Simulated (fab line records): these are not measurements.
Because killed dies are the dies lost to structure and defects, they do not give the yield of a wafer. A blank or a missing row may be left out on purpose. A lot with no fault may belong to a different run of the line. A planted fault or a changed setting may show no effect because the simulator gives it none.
fab line records -- flow sky130
record lots=7, wafers=21, last_day=50
route steps=708 shown VT_ADJUST_HVTR@139 VT_ADJUST_PCH@143 SONOS_TUNNEL@154 PAD_OPEN@708
lots with no fault: from the same line, run without faults
start_h: hours from the record's first day to the start of the lot's first wafer shown -- wait_h: time in hours since the lot's previous step -- " repeats the value in the row above -- L1.1+2: several wafers, shown together as one row -- - either no value or no given start -- * or withheld: withheld -- < > ~ a bound
route shown NAME@n: NAME is a module with steps in the file, n the number in the route of the first one -- usual: mean/standard deviation of fault-free wafers -- same: alike in all rows -- chamber/n: place in a boat -- sites: each site's reading -- _std_site: how widely they spread, as a standard deviation -- _edge_site: inner sites' mean taken away from outer sites' mean -- radius_mm: how far each site lies from the wafer's centre -- mask NAME#n: copy n -- behind: the most recent tool/chamber to have shaped the wafer -- hold: reason for holding the lot/hours on hold/outcome of the hold -- device: transistor that didn't switch, given as n, p or np -- end of line: tests run on the same wafers once the route is complete -- where a step has no rows: the recipe by itself -- killed: count of dies lost to structure and defects at first sort (not the wafer's yield) -- map: dies across one wafer; x = killed, . = not, _ = none there
set.NAME: the run value of the setting; set.NAME@STEP: its run value at that earlier step -- model.NAME: the simulator's own value behind a step, which no gauge read
a table for each step, a row for each wafer; lots at some steps of the route
services: when a tool's chamber went out of use (start_h, in hours from the record's first day, below 0 if earlier), for how many hours, and the reason
## steps
# step SKY_VT_ADJUST_HVTR_OVL_MEAS_08
# usual VT_ADJUST_HVTR_OVL=0.6/1.3
lot.wafer,tool,chamber,start_h,wait_h,VT_ADJUST_HVTR_OVL[nm]
L494.2,overlay-01,-,210.74,0.1,0.1
L494.3,overlay-01,-,210.74,0.1,-0.6
L494.4,overlay-01,-,210.74,0.1,0.6
L504.1,overlay-02,-,281.95,0.1,1.8
L504.2,overlay-02,-,281.95,0.1,0.1
L504.4,overlay-02,-,281.95,0.1,2.3
L506.3,overlay-02,-,299.96,0.1,0.8
L506.5,overlay-02,-,299.96,0.1,1.0
L506.6,overlay-02,-,299.96,0.1,1.7
L507.1,overlay-02,-,310.90,0.1,-0.8
L507.4,overlay-02,-,310.90,0.1,2.4
L507.5,overlay-02,-,310.90,0.1,0.6
L508.1,overlay-01,-,328.33,0.1,0.3
L508.2,overlay-01,-,328.33,0.1,1.0
L508.3,overlay-01,-,328.33,0.1,-0.5
L509.3,overlay-01,-,331.84,0.1,-0.7
L509.4,overlay-01,-,331.84,0.1,-0.1
L509.6,overlay-01,-,331.84,0.1,0.6
L516.1,overlay-01,-,372.08,0.1,0.4
L516.3,overlay-01,-,372.08,0.1,0.3
L516.6,overlay-01,-,372.08,0.1,0.7
# step SKY_VT_ADJUST_HVTR_IMPLANT_09
# recipe species=B, energy_kev=10, dose_cm2=2.1e+12, tilt_deg=withheld
# step SKY_VT_ADJUST_HVTR_STRIP_10
# recipe chemistry=O2/N2, power_w=1400, pressure_mtorr=1500, platen_temp_c=withheld, o2_flow_sccm=3000, n2_flow_sccm=300, overash_fraction=0.5
# usual chamber_pressure_mTorr=1499.8/1.3, drypump_motor_current_A=5.62/0.24, n2_flow_sccm=299.9/0.83, oes_product_au=0.716/0.0046, strip_time_to_endpoint_s=14.11/0.048
lot.wafer,tool,chamber,start_h,wait_h,chamber_pressure_mTorr,drypump_motor_current_A,n2_flow_sccm,oes_product_au,rf_hours_counter_h,strip_time_to_endpoint_s
L494.2,plasma_asher-01,0,210.92,0.1,1502.0,5.55,299.5,0.720,11,14.16
L494.3,plasma_asher-01,1,210.92,0.1,1498.4,5.46,299.3,0.714,-,14.19
L494.4,plasma_asher-01,0,210.92,0.1,1498.1,5.55,299.4,0.717,-,14.19
L504.1,plasma_asher-01,0,282.14,0.1,1498.9,5.58,299.8,0.712,18,14.17
L504.2,plasma_asher-01,1,282.14,0.1,1499.4,5.45,299.4,0.712,18,14.08
L504.4,plasma_asher-01,0,282.14,0.1,1500.6,5.60,299.7,0.711,-,14.18
L506.3,plasma_asher-02,0,300.17,0.1,1500.0,5.76,298.1,0.714,-,14.03
L506.5,plasma_asher-02,0,300.17,0.1,1499.2,5.77,298.4,0.714,-,14.06
L506.6,plasma_asher-02,1,300.17,0.1,1499.7,5.24,300.6,0.704,-,14.02
L507.1,plasma_asher-02,0,311.09,0.1,1501.7,5.76,300.4,0.724,59,14.13
L507.4,plasma_asher-02,1,311.09,0.1,1498.0,5.23,300.5,0.715,-,14.18
L507.5,plasma_asher-02,0,311.09,0.1,1499.7,5.77,299.6,0.712,-,14.16
L508.1,plasma_asher-02,0,328.52,0.1,1500.0,5.74,300.2,0.712,61,14.08
L508.2,plasma_asher-02,1,328.52,0.1,1498.5,5.18,301.5,0.715,61,14.07
L508.3,plasma_asher-02,1,328.52,0.1,1498.3,5.23,301.7,0.711,-,14.05
L509.3,plasma_asher-04,1,332.05,0.1,1500.6,5.92,301.3,0.714,-,14.08
L509.4,plasma_asher-04,0,332.05,0.1,1499.5,5.65,300.0,0.719,-,14.06
L509.6,plasma_asher-04,0,332.05,0.1,1499.0,5.65,300.4,0.729,-,14.08
L516.1,plasma_asher-02,1,372.27,0.1,1501.6,5.25,300.7,0.715,65,14.14
L516.3,plasma_asher-02,0,372.27,0.1,1498.4,5.76,299.2,0.714,-,14.13
L516.6,plasma_asher-02,0,372.27,0.1,1497.9,5.75,300.6,0.715,-,14.13
# step SKY_VT_ADJUST_HVTR_TW_MEAS_11
# usual VT_ADJUST_HVTR_TW=210.6/2
lot.wafer,tool,chamber,start_h,wait_h,VT_ADJUST_HVTR_TW
L494.2,film_metro-03,-,211.03,0.1,210.5
L494.3,film_metro-03,-,211.03,0.1,209.5
L494.4,film_metro-03,-,211.03,0.1,210.5
L504.1,film_metro-01,-,282.24,0.1,211.8
L504.2,film_metro-01,-,282.24,0.1,212.5
L504.4,film_metro-01,-,282.24,0.1,212.6
L506.3,film_metro-01,-,300.26,0.1,212.8
L506.5,film_metro-01,-,300.26,0.1,213.6
L506.6,film_metro-01,-,300.26,0.1,213.0
L507.1,film_metro-01,-,311.19,0.1,212.8
L507.4,film_metro-01,-,311.19,0.1,213.1
L507.5,film_metro-01,-,311.19,0.1,213.5
L508.1,film_metro-03,-,328.62,0.1,212.5
L508.2,film_metro-03,-,328.62,0.1,210.3
L508.3,film_metro-03,-,328.62,0.1,211.5
L509.3,film_metro-01,-,332.14,0.1,212.5
L509.4,film_metro-01,-,332.14,0.1,212.2
L509.6,film_metro-01,-,332.14,0.1,212.5
L516.1,film_metro-03,-,372.37,0.1,211.7
L516.3,film_metro-03,-,372.37,0.1,210.3
L516.6,film_metro-03,-,372.37,0.1,210.5
# step SKY_VT_ADJUST_PCH_DEHYDRATE_00
# recipe temp_c=200, time_s=60
# step SKY_VT_ADJUST_PCH_HMDS_01
# recipe prime_time_s=60, prime_temp_c=120
# step SKY_VT_ADJUST_PCH_COAT_02
# recipe spin_rpm=2000, resist_thk_nm=3000
# step SKY_VT_ADJUST_PCH_SOFTBAKE_03
# recipe temp_c=110, time_s=withheld
# step SKY_VT_ADJUST_PCH_EXPOSE_04
# recipe mask_id=NWM, na=0.6, source_shape=conventional, sigma_outer=0.6, polarization=unpolarized, target_cd_nm=840, dose_mj=255
# step SKY_VT_ADJUST_PCH_PEB_05
# recipe temp_c=115, time_s=withheld
# step SKY_VT_ADJUST_PCH_DEVELOP_06
# recipe wall_angle_deg=90, developer=TMAH, develop_time_s=60, dev_temp_c=23
# step SKY_VT_ADJUST_PCH_OVL_MEAS_07
# usual VT_ADJUST_PCH_OVL=0.9/1.3
lot.wafer,tool,chamber,start_h,wait_h,VT_ADJUST_PCH_OVL[nm]
L494.2,overlay-01,-,232.99,-,0.5
L494.3,overlay-01,-,232.99,-,0.5
L494.4,overlay-01,-,232.99,-,1.0
L504.1,overlay-01,-,307.61,-,1.8
L504.2,overlay-01,-,307.61,-,1.6
L504.4,overlay-01,-,307.61,-,1.1
L506.3,overlay-01,-,326.69,-,1.0
L506.5,overlay-01,-,326.69,-,1.9
L506.6,overlay-01,-,326.69,-,1.4
L507.1,overlay-01,-,336.26,-,0.5
L507.4,overlay-01,-,336.26,-,0.1
L507.5,overlay-01,-,336.26,-,0.9
L508.1,overlay-01,-,354.76,-,0.9
L508.2,overlay-01,-,354.76,-,-0.4
L508.3,overlay-01,-,354.76,-,-0.4
L509.3,overlay-01,-,358.97,-,0.7
L509.4,overlay-01,-,358.97,-,1.6
L509.6,overlay-01,-,358.97,-,-1.6
L516.1,overlay-02,-,401.53,-,-0.2
L516.3,overlay-02,-,401.53,-,0.7
L516.6,overlay-02,-,401.53,-,-0.2
# step SKY_VT_ADJUST_PCH_IMPLANT_08
# recipe species=B, energy_kev=10, dose_cm2=5e+11, tilt_deg=withheld
# usual dose_ions_cm2=5e+11/5.1e+08, faraday_current_uA=2.82/0.056
lot.wafer,tool,chamber,start_h,wait_h,dose_ions_cm2,faraday_current_uA
L494.2,implanter-02,0,233.04,0.0,5.005e+11,2.91
L494.3,implanter-02,0,233.04,0.0,5.001e+11,2.77
L494.4,implanter-02,0,233.04,0.0,5e+11,2.75
L504.1,implanter-02,0,307.65,0.0,5.009e+11,2.77
L504.2,implanter-02,0,307.65,0.0,5e+11,2.79
L504.4,implanter-02,0,307.65,0.0,5.008e+11,2.81
L506.3,implanter-01,0,326.77,0.1,4.991e+11,2.82
L506.5,implanter-01,0,326.77,0.1,5.006e+11,2.77
L506.6,implanter-01,0,326.77,0.1,4.996e+11,2.79
L507.1,implanter-02,0,336.30,0.0,3.44e+11,1.89
L507.4,implanter-02,0,336.30,0.0,3.437e+11,1.93
L507.5,implanter-02,0,336.30,0.0,3.438e+11,1.86
L508.1,implanter-02,0,354.80,0.0,3.44e+11,1.96
L508.2,implanter-02,0,354.80,0.0,3.434e+11,1.93
L508.3,implanter-02,0,354.80,0.0,3.435e+11,1.90
L509.3,implanter-02,0,359.05,0.1,3.433e+11,1.99
L509.4,implanter-02,0,359.05,0.1,3.434e+11,1.93
L509.6,implanter-02,0,359.05,0.1,3.438e+11,1.94
L516.1,implanter-04,0,401.57,0.0,5.001e+11,2.76
L516.3,implanter-04,0,401.57,0.0,4.996e+11,2.73
L516.6,implanter-04,0,401.57,0.0,4.993e+11,2.75
# step SKY_VT_ADJUST_PCH_STRIP_09
# recipe chemistry=O2/N2, power_w=1400, pressure_mtorr=1500, platen_temp_c=withheld, o2_flow_sccm=3000, n2_flow_sccm=300, overash_fraction=0.5
# usual chamber_pressure_mTorr=1500.0/1.4, drypump_motor_current_A=5.60/0.27, n2_flow_sccm=300.0/0.85, oes_product_au=0.722/0.0044, strip_time_to_endpoint_s=36.89/0.099
lot.wafer,tool,chamber,start_h,wait_h,chamber_pressure_mTorr,drypump_motor_current_A,n2_flow_sccm,oes_product_au,rf_hours_counter_h,strip_time_to_endpoint_s
L494.2,plasma_asher-02,1,233.17,0.1,1500.0,5.22,299.7,0.722,52,37.02
L494.3,plasma_asher-02,1,233.17,0.1,1498.5,5.18,301.0,0.719,-,36.91
L494.4,plasma_asher-02,0,233.17,0.1,1500.1,5.79,299.2,0.724,-,36.89
L504.1,plasma_asher-04,1,307.80,0.1,1500.7,5.95,299.2,0.725,66,36.98
L504.2,plasma_asher-04,0,307.80,0.1,1503.1,5.66,299.2,0.720,66,36.89
L504.4,plasma_asher-04,1,307.80,0.1,1499.7,5.97,301.5,0.719,-,36.84
L506.3,plasma_asher-02,1,326.90,0.1,1502.5,5.23,300.3,0.722,-,36.65
L506.5,plasma_asher-02,0,326.90,0.1,1500.2,5.76,300.0,0.717,-,36.63
L506.6,plasma_asher-02,1,326.90,0.1,1498.6,5.22,301.2,0.719,-,36.75
L507.1,plasma_asher-04,1,336.45,0.1,1497.5,5.95,299.6,0.720,69,36.82
L507.4,plasma_asher-04,0,336.45,0.1,1502.3,5.67,300.3,0.718,-,36.90
L507.5,plasma_asher-04,0,336.45,0.1,1501.1,5.67,300.1,0.723,-,36.94
L508.1,plasma_asher-04,1,354.95,0.1,1500.0,5.95,299.4,0.731,71,36.86
L508.2,plasma_asher-04,0,354.95,0.1,1499.3,5.67,299.5,0.717,71,36.94
L508.3,plasma_asher-04,0,354.95,0.1,1498.5,5.63,299.6,0.720,-,36.99
L509.3,plasma_asher-02,0,359.18,0.1,1498.9,5.77,298.8,0.720,-,36.89
L509.4,plasma_asher-02,1,359.18,0.1,1501.2,5.24,300.1,0.719,-,36.91
L509.6,plasma_asher-02,0,359.18,0.1,1500.3,5.75,298.7,0.723,-,36.83
L516.1,plasma_asher-02,1,401.72,0.1,1499.0,5.25,300.5,0.719,68,36.87
L516.3,plasma_asher-02,0,401.72,0.1,1502.3,5.75,299.4,0.726,-,36.80
L516.6,plasma_asher-02,0,401.72,0.1,1500.2,5.77,300.0,0.721,-,36.93
# step SKY_VT_ADJUST_PCH_TW_MEAS_10
# usual VT_ADJUST_PCH_TW=142.6/1.3
lot.wafer,tool,chamber,start_h,wait_h,VT_ADJUST_PCH_TW
L494.2,film_metro-04,-,233.28,0.1,140.8
L494.3,film_metro-04,-,233.28,0.1,141.3
L494.4,film_metro-04,-,233.28,0.1,140.7
L504.1,film_metro-04,-,307.90,0.1,141.3
L504.2,film_metro-04,-,307.90,0.1,140.3
L504.4,film_metro-04,-,307.90,0.1,141.2
L506.3,film_metro-01,-,326.99,0.1,143.3
L506.5,film_metro-01,-,326.99,0.1,143.1
L506.6,film_metro-01,-,326.99,0.1,143.7
L507.1,film_metro-04,-,336.55,0.1,128.3
L507.4,film_metro-04,-,336.55,0.1,128.7
L507.5,film_metro-04,-,336.55,0.1,128.6
L508.1,film_metro-04,-,355.12,0.1,128.6
L508.2,film_metro-04,-,355.12,0.1,128.8
L508.3,film_metro-04,-,355.12,0.1,128.5
L509.3,film_metro-04,-,359.27,0.1,128.3
L509.4,film_metro-04,-,359.27,0.1,128.4
L509.6,film_metro-04,-,359.27,0.1,127.9
L516.1,film_metro-04,-,401.82,0.1,141.0
L516.3,film_metro-04,-,401.82,0.1,140.7
L516.6,film_metro-04,-,401.82,0.1,140.6
# step SKY_SONOS_TUNNEL_DEHYDRATE_00
# recipe temp_c=200, time_s=60
# step SKY_PAD_OPEN_PROBE_99
# usual killed_at_M0_to_M3=42/7.5, killed_at_M4_up=3.2/1.7, killed_at_contacts=24/5.1, killed_at_front_end=15/4.1, killed_at_other=0.3/0.58, killed_dies=85/8.9, killed_open=46/6.4, killed_short=39/6
# same gross_dies=492, killed_at_back_side=0
lot.wafer,tool,chamber,start_h,wait_h,killed_at_M0_to_M3,killed_at_M4_up,killed_at_contacts,killed_at_front_end,killed_at_other,killed_dies,killed_open,killed_short,model.etest.pfet_01v8_lvt.drive_ua_um,model.etest.pfet_g5v0d10v5.off_log10_a_um,model.etest.pfet_01v8_lvt.off_log10_a_um,model.etest.pfet_g5v0d10v5.vt_sat_v,model.etest.pfet_16v.vt_v,model.etest.pfet_g5v0d10v5.vt_v,model.etest.pfet_g5v0d10v5.vt_long_v,model.etest.pfet_01v8_lvt.vt_sat_v
L494.2,prober-02,-,1086.64,0.1,40,5,24,18,0,87,44,43,173,-12.32,-8.826,-0.6151,-1.104,-0.8195,-0.9367,-0.4439
L494.3,prober-02,-,1086.69,0.2,37,7,20,12,0,76,46,30,174.7,-12.54,-8.764,-0.6327,-1.095,-0.8361,-0.935,-0.4311
L494.4,prober-02,-,1086.74,0.2,30,2,24,16,1,73,39,34,174.6,-12,-8.885,-0.5835,-1.093,-0.7849,-0.9225,-0.4338
L504.1,prober-01,-,1140.64,0.1,28,1,31,18,1,79,48,30,175.4,-11.93,-8.826,-0.5838,-1.066,-0.7926,-0.9052,-0.425
L504.2,prober-01,-,1140.69,0.1,43,2,25,17,0,87,37,49,174,-12.06,-8.792,-0.5884,-1.081,-0.7943,-0.916,-0.4272
L504.4,prober-01,-,1140.79,0.2,44,4,32,8,0,88,49,39,173.5,-12.32,-8.584,-0.617,-1.077,-0.821,-0.9139,-0.4214
L506.3,prober-02,-,1154.11,0.2,56,4,16,12,1,89,54,35,174.8,-12.46,-8.677,-0.6341,-1.073,-0.8281,-0.9096,-0.4266
L506.5,prober-02,-,1154.21,0.2,47,8,22,13,1,91,51,39,178.2,-12.06,-8.72,-0.5928,-1.067,-0.7926,-0.8982,-0.4199
L506.6,prober-02,-,1154.26,0.2,45,3,20,13,0,81,51,30,174.3,-12.52,-8.712,-0.6097,-1.077,-0.8105,-0.9088,-0.42
L507.1,prober-01,-,1161.35,0.1,53,2,23,15,0,93,54,39,169.2,-13.39,-9.891,-0.7434,-1.19,-0.9238,-1.014,-0.5062
L507.4,prober-01,-,1161.50,0.2,42,5,27,18,0,92,43,49,170.6,-13.31,-9.508,-0.7405,-1.187,-0.9203,-1.008,-0.5023
L507.5,prober-01,-,1161.55,0.2,53,4,20,11,1,89,52,37,171.9,-13.33,-9.627,-0.748,-1.189,-0.9276,-1.008,-0.5007
L508.1,prober-02,-,1171.85,0.1,51,2,23,19,0,95,48,47,168.9,-13.11,-9.227,-0.7073,-1.155,-0.8896,-0.9836,-0.477
L508.2,prober-02,-,1171.90,0.1,52,1,32,16,0,101,51,50,168.2,-13.05,-9.207,-0.6915,-1.158,-0.8757,-0.982,-0.4749
L508.3,prober-02,-,1171.95,0.2,43,2,14,19,0,78,35,43,169.4,-13.1,-9.413,-0.6949,-1.151,-0.8858,-0.9831,-0.4784
L509.3,prober-02,-,1177.09,0.2,36,2,16,17,1,72,38,33,166.8,-13.32,-9.579,-0.7262,-1.18,-0.898,-1,-0.4979
L509.4,prober-02,-,1177.14,0.2,41,3,26,14,0,84,45,39,168.3,-13.42,-9.407,-0.7138,-1.172,-0.8827,-0.9905,-0.496
L509.6,prober-02,-,1177.24,0.2,32,1,26,19,0,78,39,39,167.1,-13.35,-9.562,-0.7451,-1.174,-0.9143,-0.9908,-0.4973
L516.1,prober-02,-,1198.44,0.1,42,3,28,9,0,82,49,33,169.4,-12.78,-8.991,-0.6498,-1.115,-0.8341,-0.948,-0.443
L516.3,prober-02,-,1198.54,0.2,51,3,15,13,0,82,48,34,168.1,-12.96,-8.897,-0.6764,-1.124,-0.8602,-0.9489,-0.4437
L516.6,prober-02,-,1198.69,0.2,40,4,23,26,0,93,48,45,172.3,-12.81,-8.846,-0.6506,-1.115,-0.8461,-0.9366,-0.4295
# killed by level:class
L494.2 VIA2:geometric_particle:open=9 CONTACT:geometric_particle:open=9 FIELD_ISO:geometric_particle:open=6 METAL2:geometric_particle:short=6 VIA3:geometric_particle:open=6 VIA2:geometric_particle:short=6 LOCAL_INTERCONNECT:geometric_particle:short=5 CONTACT:geometric_particle:short=5
L494.3 CONTACT:geometric_particle:open=14 VIA1:geometric_particle:open=12 FIELD_ISO:geometric_particle:open=5 METAL2:geometric_particle:short=5 VIA2:geometric_particle:open=5 METAL4:geometric_particle:short=5 FIELD_ISO:geometric_particle:short=4 VIA1:geometric_particle:short=4
L494.4 CONTACT:geometric_particle:open=11 FIELD_ISO:geometric_particle:open=7 LOCAL_INTERCONNECT:geometric_particle:short=7 VIA2:geometric_particle:open=7 VIA1:geometric_particle:open=5 METAL2:geometric_particle:short=4 FIELD_ISO:geometric_particle:short=3 POLY_GATE:geometric_particle:open=3
L504.1 CONTACT:geometric_particle:open=14 VIA1:geometric_particle:open=7 POLY_GATE:geometric_particle:short=5 LI_CONTACT:geometric_particle:open=5 METAL1:geometric_particle:short=5 VIA2:geometric_particle:open=5 VIA3:geometric_particle:open=5 POLY_GATE:geometric_particle:open=4
L504.2 LI_CONTACT:geometric_particle:open=10 VIA1:geometric_particle:short=9 METAL2:geometric_particle:short=7 VIA1:geometric_particle:open=6 LI_CONTACT:geometric_particle:short=5 CONTACT:geometric_particle:short=5 METAL1:geometric_particle:short=5 POLY_GATE:geometric_particle:short=4
L504.4 VIA1:geometric_particle:open=12 LI_CONTACT:geometric_particle:open=11 CONTACT:geometric_particle:short=9 METAL1:geometric_particle:short=7 METAL2:geometric_particle:short=6 CONTACT:geometric_particle:open=5 METAL2:geometric_particle:open=5 VIA3:geometric_particle:open=5
L506.3 VIA3:geometric_particle:open=12 VIA2:geometric_particle:open=10 VIA1:geometric_particle:open=8 CONTACT:geometric_particle:open=8 VIA1:geometric_particle:short=7 METAL2:geometric_particle:short=7 METAL1:geometric_particle:short=5 FIELD_ISO:geometric_particle:short=3
L506.5 VIA1:geometric_particle:open=13 CONTACT:geometric_particle:open=8 VIA2:geometric_particle:open=8 METAL2:geometric_particle:short=7 LI_CONTACT:geometric_particle:open=6 METAL1:geometric_particle:short=5 VIA1:geometric_particle:short=5 FIELD_ISO:geometric_particle:short=4
L506.6 VIA1:geometric_particle:open=16 CONTACT:geometric_particle:open=8 VIA3:geometric_particle:open=6 VIA2:geometric_particle:open=5 FIELD_ISO:geometric_particle:open=4 LI_CONTACT:geometric_particle:short=4 METAL2:geometric_particle:short=4 POLY_GATE:geometric_particle:short=3
L507.1 VIA1:geometric_particle:open=14 VIA3:geometric_particle:open=8 METAL2:geometric_particle:short=8 CONTACT:geometric_particle:open=8 VIA1:geometric_particle:short=8 VIA2:geometric_particle:open=7 FIELD_ISO:geometric_particle:open=5 LI_CONTACT:geometric_particle:open=5
L507.4 CONTACT:geometric_particle:open=10 VIA1:geometric_particle:open=10 VIA1:geometric_particle:short=7 LI_CONTACT:geometric_particle:open=6 VIA3:geometric_particle:short=6 LOCAL_INTERCONNECT:geometric_particle:short=5 METAL1:geometric_particle:short=5 VIA2:geometric_particle:open=5
L507.5 VIA1:geometric_particle:open=15 CONTACT:geometric_particle:open=9 VIA2:geometric_particle:open=8 VIA3:geometric_particle:open=7 VIA1:geometric_particle:short=6 METAL2:geometric_particle:short=5 VIA2:geometric_particle:short=4 METAL4:geometric_particle:short=4
L508.1 VIA1:geometric_particle:open=10 METAL2:geometric_particle:short=9 POLY_GATE:geometric_particle:open=8 CONTACT:geometric_particle:short=7 CONTACT:geometric_particle:open=7 VIA2:geometric_particle:open=7 POLY_GATE:geometric_particle:short=6 METAL1:geometric_particle:short=6
L508.2 VIA1:geometric_particle:open=13 METAL2:geometric_particle:short=10 LI_CONTACT:geometric_particle:open=9 CONTACT:geometric_particle:open=9 CONTACT:geometric_particle:short=8 POLY_GATE:geometric_particle:open=6 METAL1:geometric_particle:short=6 VIA2:geometric_particle:open=6
L508.3 METAL1:geometric_particle:short=9 VIA1:geometric_particle:open=8 VIA2:geometric_particle:open=6 FIELD_ISO:geometric_particle:open=5 POLY_GATE:geometric_particle:short=5 METAL2:geometric_particle:short=5 VIA3:geometric_particle:open=5 CONTACT:geometric_particle:short=4
L509.3 VIA1:geometric_particle:open=9 VIA3:geometric_particle:open=7 POLY_GATE:geometric_particle:open=6 CONTACT:geometric_particle:short=6 FIELD_ISO:geometric_particle:short=4 LI_CONTACT:geometric_particle:open=4 VIA2:geometric_particle:open=4 VIA3:geometric_particle:short=4
L509.4 VIA3:geometric_particle:open=8 CONTACT:geometric_particle:open=8 VIA1:geometric_particle:open=8 VIA2:geometric_particle:open=8 METAL2:geometric_particle:short=7 FIELD_ISO:geometric_particle:short=5 LI_CONTACT:geometric_particle:open=5 CONTACT:geometric_particle:short=5
L509.6 POLY_GATE:geometric_particle:open=12 CONTACT:geometric_particle:short=9 METAL1:geometric_particle:short=8 CONTACT:geometric_particle:open=7 LI_CONTACT:geometric_particle:open=5 METAL2:geometric_particle:short=5 VIA2:geometric_particle:open=5 FIELD_ISO:geometric_particle:short=4
L516.1 VIA1:geometric_particle:open=12 CONTACT:geometric_particle:open=9 LI_CONTACT:geometric_particle:open=7 VIA3:geometric_particle:open=7 LOCAL_INTERCONNECT:geometric_particle:short=6 METAL2:geometric_particle:short=5 VIA2:geometric_particle:open=5 POLY_GATE:geometric_particle:open=3
L516.3 VIA1:geometric_particle:open=12 VIA2:geometric_particle:open=12 VIA3:geometric_particle:open=9 VIA1:geometric_particle:short=5 CONTACT:geometric_particle:open=4 CONTACT:geometric_particle:short=4 METAL2:geometric_particle:short=4 FIELD_ISO:geometric_particle:short=3
L516.6 CONTACT:geometric_particle:open=13 FIELD_ISO:geometric_particle:open=9 METAL2:geometric_particle:short=8 POLY_GATE:geometric_particle:open=6 VIA1:geometric_particle:open=6 VIA2:geometric_particle:short=6 VIA3:geometric_particle:open=6 POLY_GATE:geometric_particle:short=4
## services
tool,chamber,start_h,hours,kind
plasma_asher-01,-,191.64,2.0,repair
implanter-04,-,246.75,4.5,repair
plasma_asher-02,-,284.48,5.2,repair
implanter-02,-,310.71,5.7,pm
implanter-02,-,318.65,1.3,repair
implanter-01,-,340.26,11.3,pm
plasma_asher-04,-,349.62,0.7,repair
plasma_asher-04,-,358.22,2.4,repair
implanter-01,-,383.85,30.0,repair
## key
first_sign step=SKY_VT_ADJUST_PCH_IMPLANT_08, reading=dose_ions_cm2, direction=down, sigmas=99+, usual=*, struck=*
effect step=SKY_VT_ADJUST_PCH_IMPLANT_08, reading=faraday_current_uA, direction=down, sigmas=16, usual=2.82, struck=1.93
effect step=SKY_VT_ADJUST_PCH_TW_MEAS_10, reading=VT_ADJUST_PCH_TW, direction=down, sigmas=11, usual=142.6, struck=128.4
model_effect step=SKY_PAD_OPEN_PROBE_99, value=etest.pfet_01v8_lvt.drive_ua_um, without=174, struck=168.9
met_at SKY_VT_ADJUST_PCH_IMPLANT_08
struck_wafers L507.1,L507.4,L507.5,L508.1,L508.2,L508.3,L509.3,L509.4,L509.6
tester_left_out L507,L508,L509
onset_between 307.65 336.30
fault kind=process_parameter_drift, tool=implanter-02, chamber=-, onset_h=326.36, steps=SKY_VT_ADJUST_PCH_IMPLANT_08, channel=dose_cm2, offset=*, shape=step, end_h=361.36, acts_in=*, stated=*
# tester_left_out: of these lots the tester's yield and bins aren't shown, on N5 and GAA mostly nor the transistor test; their killed dies are dies lost to structure and defects alone, not to doping, threshold or leakage, so they don't give the yield
